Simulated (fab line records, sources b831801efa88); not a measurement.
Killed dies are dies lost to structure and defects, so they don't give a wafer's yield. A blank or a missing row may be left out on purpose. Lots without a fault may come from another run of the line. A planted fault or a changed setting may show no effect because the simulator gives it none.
A sampling plan put to the test | flow gf180mcu | one fab line, 52 faults that these records tell of, each judged on the records of the lots that it struck; 1 more is left out, because the records don't allow judging it
The plan is the line's own looks: the steps of the route at which a gauge or an inspection reads the wafer and doesn't change it. A look can be judged if struck wafers have a number there and the file gives its usual mean and standard deviation on fault-free wafers. Caught: at a look after the fault's first step, the mean of the struck wafers lies 4 or more of those standard deviations (sigma) from the usual mean. On the tool: the same test on the tool's own readings at the fault's steps. Another recipe on the struck wafers, or a record that is blank for them alone, also counts as caught.

THE FAULTS, as the simulator had put them in
1. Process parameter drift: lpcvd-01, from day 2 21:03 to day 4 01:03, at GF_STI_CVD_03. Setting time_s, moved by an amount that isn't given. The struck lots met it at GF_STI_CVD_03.
2. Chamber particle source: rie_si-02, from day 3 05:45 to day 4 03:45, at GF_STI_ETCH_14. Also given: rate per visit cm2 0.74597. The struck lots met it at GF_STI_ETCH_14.
3. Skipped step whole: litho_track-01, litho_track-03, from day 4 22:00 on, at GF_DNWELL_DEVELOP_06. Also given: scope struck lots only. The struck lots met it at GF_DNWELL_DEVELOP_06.
4. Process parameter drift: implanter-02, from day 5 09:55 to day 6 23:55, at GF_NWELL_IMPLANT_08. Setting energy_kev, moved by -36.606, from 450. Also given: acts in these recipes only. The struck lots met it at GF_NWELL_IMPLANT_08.
5. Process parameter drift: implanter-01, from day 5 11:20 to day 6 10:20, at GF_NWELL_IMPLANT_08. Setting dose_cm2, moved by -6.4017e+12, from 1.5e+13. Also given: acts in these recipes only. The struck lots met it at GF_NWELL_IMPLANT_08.
6. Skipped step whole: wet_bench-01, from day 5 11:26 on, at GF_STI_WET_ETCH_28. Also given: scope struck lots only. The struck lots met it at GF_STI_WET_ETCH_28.
7. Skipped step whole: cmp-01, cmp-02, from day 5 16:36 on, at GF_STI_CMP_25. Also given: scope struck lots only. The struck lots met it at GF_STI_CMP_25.
8. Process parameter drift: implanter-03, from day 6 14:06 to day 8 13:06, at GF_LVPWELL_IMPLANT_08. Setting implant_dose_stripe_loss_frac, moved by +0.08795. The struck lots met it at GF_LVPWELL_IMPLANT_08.
9. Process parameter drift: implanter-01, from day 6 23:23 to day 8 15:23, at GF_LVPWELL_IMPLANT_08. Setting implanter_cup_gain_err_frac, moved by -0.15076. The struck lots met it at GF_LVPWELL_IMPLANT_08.
10. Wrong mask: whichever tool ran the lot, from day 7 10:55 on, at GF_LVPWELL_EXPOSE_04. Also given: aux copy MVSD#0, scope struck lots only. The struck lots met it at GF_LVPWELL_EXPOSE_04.
11. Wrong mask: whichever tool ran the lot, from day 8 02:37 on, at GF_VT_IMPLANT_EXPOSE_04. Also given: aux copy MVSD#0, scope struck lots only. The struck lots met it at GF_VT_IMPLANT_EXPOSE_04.
12. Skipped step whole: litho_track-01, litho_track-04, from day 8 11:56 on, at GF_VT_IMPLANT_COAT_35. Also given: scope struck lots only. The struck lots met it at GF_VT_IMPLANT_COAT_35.
13. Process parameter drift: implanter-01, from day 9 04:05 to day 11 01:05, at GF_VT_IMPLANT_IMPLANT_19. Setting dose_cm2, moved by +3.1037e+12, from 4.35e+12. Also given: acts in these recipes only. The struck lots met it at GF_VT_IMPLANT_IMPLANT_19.
14. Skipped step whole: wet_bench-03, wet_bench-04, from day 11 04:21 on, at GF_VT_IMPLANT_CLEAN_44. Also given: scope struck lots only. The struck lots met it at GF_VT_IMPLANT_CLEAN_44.
15. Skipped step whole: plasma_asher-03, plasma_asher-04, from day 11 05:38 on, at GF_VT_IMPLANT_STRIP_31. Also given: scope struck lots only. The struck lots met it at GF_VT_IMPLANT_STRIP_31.
16. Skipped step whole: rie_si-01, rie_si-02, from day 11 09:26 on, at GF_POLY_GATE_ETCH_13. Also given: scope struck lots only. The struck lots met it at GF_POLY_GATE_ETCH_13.
17. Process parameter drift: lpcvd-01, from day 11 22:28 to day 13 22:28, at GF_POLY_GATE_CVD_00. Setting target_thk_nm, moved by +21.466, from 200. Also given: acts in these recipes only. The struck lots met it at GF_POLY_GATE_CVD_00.
18. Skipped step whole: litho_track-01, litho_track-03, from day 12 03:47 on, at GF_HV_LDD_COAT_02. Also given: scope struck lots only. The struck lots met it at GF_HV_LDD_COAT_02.
19. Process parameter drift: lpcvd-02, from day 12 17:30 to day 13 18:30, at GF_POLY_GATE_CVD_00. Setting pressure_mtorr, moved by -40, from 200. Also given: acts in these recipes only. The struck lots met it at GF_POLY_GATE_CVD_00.
20. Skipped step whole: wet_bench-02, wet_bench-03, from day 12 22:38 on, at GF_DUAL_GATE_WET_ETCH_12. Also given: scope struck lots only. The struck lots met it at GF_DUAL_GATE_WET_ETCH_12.
21. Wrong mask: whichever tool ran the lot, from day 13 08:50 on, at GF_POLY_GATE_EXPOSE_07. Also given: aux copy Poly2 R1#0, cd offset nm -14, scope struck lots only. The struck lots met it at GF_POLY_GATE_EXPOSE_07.
22. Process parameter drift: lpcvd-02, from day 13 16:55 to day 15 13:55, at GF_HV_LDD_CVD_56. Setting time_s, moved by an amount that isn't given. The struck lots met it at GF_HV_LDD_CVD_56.
23. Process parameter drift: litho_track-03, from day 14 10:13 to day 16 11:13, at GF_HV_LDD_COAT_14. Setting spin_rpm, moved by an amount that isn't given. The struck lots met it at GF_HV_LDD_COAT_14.
24. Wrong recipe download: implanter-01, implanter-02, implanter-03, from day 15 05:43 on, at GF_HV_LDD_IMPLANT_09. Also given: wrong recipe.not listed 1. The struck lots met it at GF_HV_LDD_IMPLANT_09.
25. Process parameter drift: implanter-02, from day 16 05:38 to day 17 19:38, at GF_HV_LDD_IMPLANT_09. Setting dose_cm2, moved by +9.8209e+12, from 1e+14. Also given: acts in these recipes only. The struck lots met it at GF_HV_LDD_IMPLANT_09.
26. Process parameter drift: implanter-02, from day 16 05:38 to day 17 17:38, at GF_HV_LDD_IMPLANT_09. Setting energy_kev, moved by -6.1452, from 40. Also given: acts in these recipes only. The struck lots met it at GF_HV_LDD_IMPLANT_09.
27. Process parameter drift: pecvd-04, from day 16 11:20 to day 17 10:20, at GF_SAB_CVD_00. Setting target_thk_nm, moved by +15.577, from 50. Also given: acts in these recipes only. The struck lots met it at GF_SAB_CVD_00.
28. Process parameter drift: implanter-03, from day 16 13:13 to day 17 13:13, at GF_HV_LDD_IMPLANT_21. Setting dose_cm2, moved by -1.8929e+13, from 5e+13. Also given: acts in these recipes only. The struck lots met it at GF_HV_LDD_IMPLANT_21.
29. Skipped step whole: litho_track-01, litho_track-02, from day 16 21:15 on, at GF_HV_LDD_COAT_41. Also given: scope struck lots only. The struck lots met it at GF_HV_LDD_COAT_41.
30. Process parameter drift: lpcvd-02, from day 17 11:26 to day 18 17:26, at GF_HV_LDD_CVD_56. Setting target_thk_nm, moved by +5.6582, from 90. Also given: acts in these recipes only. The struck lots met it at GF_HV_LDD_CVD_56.
31. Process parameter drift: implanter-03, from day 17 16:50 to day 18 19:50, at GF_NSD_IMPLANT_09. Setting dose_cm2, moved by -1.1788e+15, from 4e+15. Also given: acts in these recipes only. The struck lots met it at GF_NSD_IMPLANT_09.
32. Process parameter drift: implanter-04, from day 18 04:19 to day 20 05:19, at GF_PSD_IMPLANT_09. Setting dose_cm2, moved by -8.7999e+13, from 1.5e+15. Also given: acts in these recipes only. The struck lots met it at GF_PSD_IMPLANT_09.
33. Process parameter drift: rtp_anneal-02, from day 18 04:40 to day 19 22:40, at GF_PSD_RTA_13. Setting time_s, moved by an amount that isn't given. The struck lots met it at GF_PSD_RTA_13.
34. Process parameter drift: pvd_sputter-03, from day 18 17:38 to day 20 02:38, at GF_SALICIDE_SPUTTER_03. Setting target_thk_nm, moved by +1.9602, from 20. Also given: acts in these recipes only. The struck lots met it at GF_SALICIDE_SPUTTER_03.
35. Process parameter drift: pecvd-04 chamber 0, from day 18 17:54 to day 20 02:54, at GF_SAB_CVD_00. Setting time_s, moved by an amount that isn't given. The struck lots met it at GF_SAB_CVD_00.
36. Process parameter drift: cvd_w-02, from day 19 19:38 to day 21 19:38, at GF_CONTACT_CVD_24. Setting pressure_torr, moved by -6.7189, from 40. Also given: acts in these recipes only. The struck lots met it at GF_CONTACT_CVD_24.
37. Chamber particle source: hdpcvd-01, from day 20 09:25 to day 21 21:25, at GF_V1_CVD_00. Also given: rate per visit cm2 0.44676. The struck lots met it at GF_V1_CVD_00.
38. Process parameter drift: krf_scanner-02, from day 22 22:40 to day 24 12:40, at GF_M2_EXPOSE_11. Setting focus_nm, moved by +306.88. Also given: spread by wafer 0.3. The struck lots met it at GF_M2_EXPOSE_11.
39. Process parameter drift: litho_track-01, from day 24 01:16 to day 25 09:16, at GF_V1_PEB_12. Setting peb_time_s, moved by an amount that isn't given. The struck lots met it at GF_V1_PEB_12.
40. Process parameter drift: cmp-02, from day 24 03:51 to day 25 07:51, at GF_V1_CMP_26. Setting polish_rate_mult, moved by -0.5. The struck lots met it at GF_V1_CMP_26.
41. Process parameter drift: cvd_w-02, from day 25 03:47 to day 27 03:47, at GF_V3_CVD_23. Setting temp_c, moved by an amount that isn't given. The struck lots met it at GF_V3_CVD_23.
42. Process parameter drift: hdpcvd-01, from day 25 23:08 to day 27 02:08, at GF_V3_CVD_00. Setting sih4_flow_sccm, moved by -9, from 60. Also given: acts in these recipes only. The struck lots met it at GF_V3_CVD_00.
43. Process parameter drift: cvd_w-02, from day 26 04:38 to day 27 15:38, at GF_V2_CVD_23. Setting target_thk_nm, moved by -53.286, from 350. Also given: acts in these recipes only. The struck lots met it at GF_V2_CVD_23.
44. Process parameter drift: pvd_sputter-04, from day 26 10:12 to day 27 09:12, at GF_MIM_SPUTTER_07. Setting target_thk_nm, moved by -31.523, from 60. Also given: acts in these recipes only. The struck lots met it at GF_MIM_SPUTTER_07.
45. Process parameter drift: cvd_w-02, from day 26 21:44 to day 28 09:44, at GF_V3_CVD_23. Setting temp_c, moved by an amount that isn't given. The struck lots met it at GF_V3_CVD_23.
46. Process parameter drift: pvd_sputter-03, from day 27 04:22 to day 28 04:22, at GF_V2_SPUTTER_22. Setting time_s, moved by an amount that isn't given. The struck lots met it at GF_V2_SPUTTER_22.
47. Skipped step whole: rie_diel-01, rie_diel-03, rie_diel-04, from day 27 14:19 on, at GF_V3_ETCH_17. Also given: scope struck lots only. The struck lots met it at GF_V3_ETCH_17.
48. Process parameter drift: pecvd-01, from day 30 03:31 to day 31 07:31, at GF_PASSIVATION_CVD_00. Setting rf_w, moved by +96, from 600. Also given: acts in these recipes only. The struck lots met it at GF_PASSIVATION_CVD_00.
49. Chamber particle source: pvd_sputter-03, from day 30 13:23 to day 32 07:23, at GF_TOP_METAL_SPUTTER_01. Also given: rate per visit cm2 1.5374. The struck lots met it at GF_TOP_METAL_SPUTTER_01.
50. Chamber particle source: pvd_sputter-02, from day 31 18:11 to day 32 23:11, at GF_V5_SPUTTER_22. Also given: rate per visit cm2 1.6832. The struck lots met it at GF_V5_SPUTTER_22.
51. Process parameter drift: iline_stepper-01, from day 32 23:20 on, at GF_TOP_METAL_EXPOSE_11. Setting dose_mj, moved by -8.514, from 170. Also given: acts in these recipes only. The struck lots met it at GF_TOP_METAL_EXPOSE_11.
52. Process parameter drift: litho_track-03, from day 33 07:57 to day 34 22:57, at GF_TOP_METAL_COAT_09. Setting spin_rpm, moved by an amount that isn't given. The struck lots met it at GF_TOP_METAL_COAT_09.

WHAT THE PLAN SAW
fault | on the tool itself                               | first look that catches it                      | reading, sigma                                              | median hours from its first step to that look | hours from the fault's start to the first struck lot there | judged looks passed uncaught
1     | under 2 sigma                                    | GF_STI_THK_MEAS_04                              | STI_CVD_03_THK +21                                          | 2.0                                           | 10                                                         | 0
2     | under 2 sigma                                    | no look after it can be judged                  | -                                                           | -                                             | -                                                          | 0
3     | the tool's record is blank for the struck wafers | GF_DNWELL_TW_MEAS_09                            | DNWELL_TW -99 or beyond                                     | 0.9                                           | 5                                                          | 0
4     | beam_energy_keV -99 or beyond sigma              | GF_VT_IMPLANT_RS_MEAS_47                        | NWELL_RS +4.8                                               | 122.7                                         | 147                                                        | 0
5     | dose_ions_cm2 -99 or beyond sigma                | GF_NWELL_TW_MEAS_11                             | NWELL_TW -17                                                | 0.4                                           | 5                                                          | 0
6     | no reading that can be judged                    | none of the 4 looks that can be judged after it | strongest: STI_OXIDATION_02_THK at GF_STI_THK_MEAS_30, +2.2 | -                                             | -                                                          | 4
7     | the tool's record is blank for the struck wafers | no look after it can be judged                  | -                                                           | -                                             | -                                                          | 0
8     | under 2 sigma                                    | none of the 5 looks that can be judged after it | -                                                           | -                                             | -                                                          | 5
9     | beam_on_s +8.3 sigma                             | GF_VT_IMPLANT_RS_MEAS_48                        | LVPWELL_RS -23                                              | 107.2                                         | 119                                                        | 1
10    | under 2 sigma                                    | GF_LVPWELL_TW_MEAS_11                           | LVPWELL_TW -91                                              | 8.0                                           | 10                                                         | 0
11    | under 2 sigma                                    | GF_VT_IMPLANT_TW_MEAS_10                        | VT_IMPLANT_TW -99 or beyond                                 | 8.5                                           | 12                                                         | 0
12    | the tool's record is blank for the struck wafers | no look after it can be judged                  | -                                                           | -                                             | -                                                          | 0
13    | dose_ions_cm2 +99 or beyond sigma                | GF_VT_IMPLANT_TW_MEAS_21                        | VT_IMPLANT_2_TW +35                                         | 0.2                                           | 4                                                          | 0
14    | no reading that can be judged                    | no look after it can be judged                  | -                                                           | -                                             | -                                                          | 0
15    | the tool's record is blank for the struck wafers | GF_VT_IMPLANT_TW_MEAS_43                        | VT_IMPLANT_4_TW -99 or beyond                               | 18.7                                          | 22                                                         | 0
16    | the tool's record is blank for the struck wafers | no look after it can be judged                  | -                                                           | -                                             | -                                                          | 0
17    | under 2 sigma                                    | GF_POLY_GATE_THK_MEAS_01                        | POLY_GATE_CVD_00_THK +12                                    | 1.3                                           | 24                                                         | 0
18    | the tool's record is blank for the struck wafers | GF_HV_LDD_TW_MEAS_23                            | HV_LDD_2_TW +99 or beyond                                   | 31.0                                          | 34                                                         | 0
19    | pressure_mtorr -99 or beyond sigma               | GF_POLY_GATE_THK_MEAS_01                        | POLY_GATE_CVD_00_THK -11                                    | 1.3                                           | 4                                                          | 0
20    | the tool's record is blank for the struck wafers | no look after it can be judged                  | -                                                           | -                                             | -                                                          | 0
21    | no reading that can be judged                    | GF_POLY_GATE_CD_MEAS_10                         | cd_nm -13                                                   | 9.6                                           | 10                                                         | 0
22    | under 2 sigma                                    | GF_HV_LDD_THK_MEAS_57                           | HV_LDD_CVD_56_THK -6.8                                      | 1.4                                           | 5                                                          | 0
23    | spin_speed_rpm +99 or beyond sigma               | not the one look that can be judged after it    | -                                                           | -                                             | -                                                          | 1
24    | no reading that can be judged                    | GF_HV_LDD_TW_MEAS_11                            | HV_LDD_TW -25                                               | 0.2                                           | 4                                                          | 0
25    | dose_ions_cm2 +99 or beyond sigma                | GF_HV_LDD_RS_MEAS_53                            | HV_LDD_RS -19                                               | 72.2                                          | 78                                                         | 1
26    | beam_energy_keV -99 or beyond sigma              | GF_HV_LDD_TW_MEAS_11                            | HV_LDD_TW -4.9                                              | 0.2                                           | 7                                                          | 0
27    | under 2 sigma                                    | GF_SAB_THK_MEAS_01                              | SAB_CVD_00_THK +20                                          | 0.0                                           | 5                                                          | 0
28    | dose_ions_cm2 -99 or beyond sigma                | GF_HV_LDD_TW_MEAS_23                            | HV_LDD_2_TW -15                                             | 0.2                                           | 6                                                          | 0
29    | the tool's record is blank for the struck wafers | no look after it can be judged                  | -                                                           | -                                             | -                                                          | 0
30    | under 2 sigma                                    | GF_HV_LDD_THK_MEAS_57                           | HV_LDD_CVD_56_THK +7.0                                      | 2.1                                           | 6                                                          | 0
31    | dose_ions_cm2 -99 or beyond sigma                | GF_PSD_RS_MEAS_14                               | NSD_RS +27                                                  | 25.5                                          | 42                                                         | 0
32    | dose_ions_cm2 -52 sigma                          | GF_PSD_RS_MEAS_15                               | PSD_RS +6.2                                                 | 0.6                                           | 5                                                          | 1
33    | run_length_s +21 sigma                           | GF_PSD_RS_MEAS_14                               | NSD_RS -28                                                  | 0.2                                           | 4                                                          | 0
34    | under 2 sigma                                    | GF_SALICIDE_THK_MEAS_05                         | SALICIDE_TIN_THK +5.0                                       | 0.1                                           | 8                                                          | 0
35    | under 2 sigma                                    | GF_SAB_THK_MEAS_01                              | SAB_CVD_00_THK +8.8                                         | 0.0                                           | 17                                                         | 0
36    | chamber_pressure_Torr -82 sigma                  | GF_CONTACT_RS_MEAS_25                           | CONTACT_W_RS +5.1                                           | 0.1                                           | 8                                                          | 0
37    | no reading that can be judged                    | not the one look that can be judged after it    | -                                                           | -                                             | -                                                          | 1
38    | exposure_dose_mJ_cm2 -4.3 sigma                  | GF_M2_CD_MEAS_14                                | cd_nm -16                                                   | 10.8                                          | 47                                                         | 0
39    | heater_power_total_W +49 sigma                   | none of the 2 looks that can be judged after it | strongest: cd_nm at GF_V1_CD_MEAS_14, -3.2                  | -                                             | -                                                          | 2
40    | overpolish_run_s -99 or beyond sigma             | no look after it can be judged                  | -                                                           | -                                             | -                                                          | 0
41    | susceptor_temp_C -75 sigma                       | GF_V3_RS_MEAS_24                                | V3_W_RS +22                                                 | 0.1                                           | 6                                                          | 0
42    | sih4_flow_sccm -55 sigma                         | GF_V3_THK_MEAS_01                               | V3_CVD_00_THK -11                                           | 0.1                                           | 15                                                         | 0
43    | under 2 sigma                                    | GF_V2_RS_MEAS_24                                | V2_W_RS +13                                                 | 0.1                                           | 7                                                          | 0
44    | under 2 sigma                                    | not the one look that can be judged after it    | -                                                           | -                                             | -                                                          | 1
45    | susceptor_temp_C +99 or beyond sigma             | GF_V3_RS_MEAS_24                                | V3_W_RS -27                                                 | 0.1                                           | 14                                                         | 0
46    | under 2 sigma                                    | no look after it can be judged                  | -                                                           | -                                             | -                                                          | 0
47    | the tool's record is blank for the struck wafers | no look after it can be judged                  | -                                                           | -                                             | -                                                          | 0
48    | rf_fwd_power_W +50 sigma                         | not the one look that can be judged after it    | -                                                           | -                                             | -                                                          | 1
49    | under 2 sigma                                    | no look after it can be judged                  | -                                                           | -                                             | -                                                          | 0
50    | under 2 sigma                                    | not the one look that can be judged after it    | -                                                           | -                                             | -                                                          | 1
51    | exposure_dose_mJ_cm2 -45 sigma                   | GF_TOP_METAL_CD_MEAS_14                         | cd_nm +6.4                                                  | 7.7                                           | 13                                                         | 0
52    | spin_speed_rpm +30 sigma                         | not the one look that can be judged after it    | -                                                           | -                                             | -                                                          | 1
A dash: the fault isn't caught, or these records don't give the number.

Caught at a look: 32 of 52. Caught on the tool: 31 of 52. By one or the other: 43 of 52.
Caught on the tool alone: faults 7, 12, 16, 20, 23, 29, 39, 40, 47, 48, 52.
Caught at a look alone: faults 1, 10, 11, 17, 21, 22, 24, 27, 30, 34, 35, 43.
Caught by neither: faults 2, 6, 8, 14, 37, 44, 46, 49, 50.

THINNER SAMPLING
If the look that catches a fault measured only every second or every third lot, by lot number, the first struck lot would be measured this late in the worst case:
fault | struck lots at that look, in order of time | every lot | every second lot | every third lot
1     | L164, L165, L166                           | 10 h      | 14 h             | 19 h
3     | L199, L200                                 | 5 h       | 10 h             | may miss all 2
4     | L310, L312                                 | 147 h     | may miss all 2   | may miss all 2
5     | L203, L204                                 | 5 h       | 10 h             | may miss all 2
9     | L758, L760                                 | 119 h     | may miss all 2   | may miss all 2
10    | L580                                       | 10 h      | may miss it      | may miss it
11    | L558                                       | 12 h      | may miss it      | may miss it
13    | L753, L754                                 | 4 h       | 20 h             | may miss all 2
15    | L110, L111, L112                           | 22 h      | 27 h             | 39 h
17    | L813, L815                                 | 24 h      | may miss all 2   | may miss all 2
18    | L377, L378                                 | 34 h      | 46 h             | may miss all 2
19    | L711, L713                                 | 4 h       | may miss all 2   | may miss all 2
21    | L825                                       | 10 h      | may miss it      | may miss it
22    | L165, L169                                 | 5 h       | may miss all 2   | may miss all 2
24    | L656, L658, L657                           | 4 h       | 18 h             | 18 h
25    | L250, L251                                 | 78 h      | 95 h             | may miss all 2
26    | L721, L722                                 | 7 h       | 22 h             | may miss all 2
27    | L497, L499                                 | 5 h       | may miss all 2   | may miss all 2
28    | L505, L506                                 | 6 h       | 17 h             | may miss all 2
30    | L990, L989                                 | 6 h       | 8 h              | may miss all 2
31    | L654, L656                                 | 42 h      | may miss all 2   | may miss all 2
32    | L715, L719                                 | 5 h       | may miss all 2   | may miss all 2
33    | L918, L919, L921                           | 4 h       | 30 h             | may miss all 3
34    | L926, L927                                 | 8 h       | 17 h             | may miss all 2
35    | L453                                       | 17 h      | may miss it      | may miss it
36    | L903, L905                                 | 8 h       | may miss all 2   | may miss all 2
38    | L651                                       | 47 h      | may miss it      | may miss it
41    | L260, L262                                 | 6 h       | may miss all 2   | may miss all 2
42    | L879, L880                                 | 15 h      | 22 h             | may miss all 2
43    | L252, L253, L255                           | 7 h       | 21 h             | may miss all 3
45    | L514, L515, L517                           | 14 h      | 21 h             | may miss all 3
51    | L655, L660                                 | 13 h      | 35 h             | may miss all 2
Hours are from the fault's start to the first struck lot that is measured. The limit of 4 sigma was tested on all struck wafers together, so one lot alone may lie under it. Other struck lots may not be in these records.

THE LONGEST TIMED WAY FROM STEP TO LOOK
Fault 4: a median of 122.7 hours passes between GF_NWELL_IMPLANT_08 and GF_VT_IMPLANT_RS_MEAS_47. No look between them can be judged.
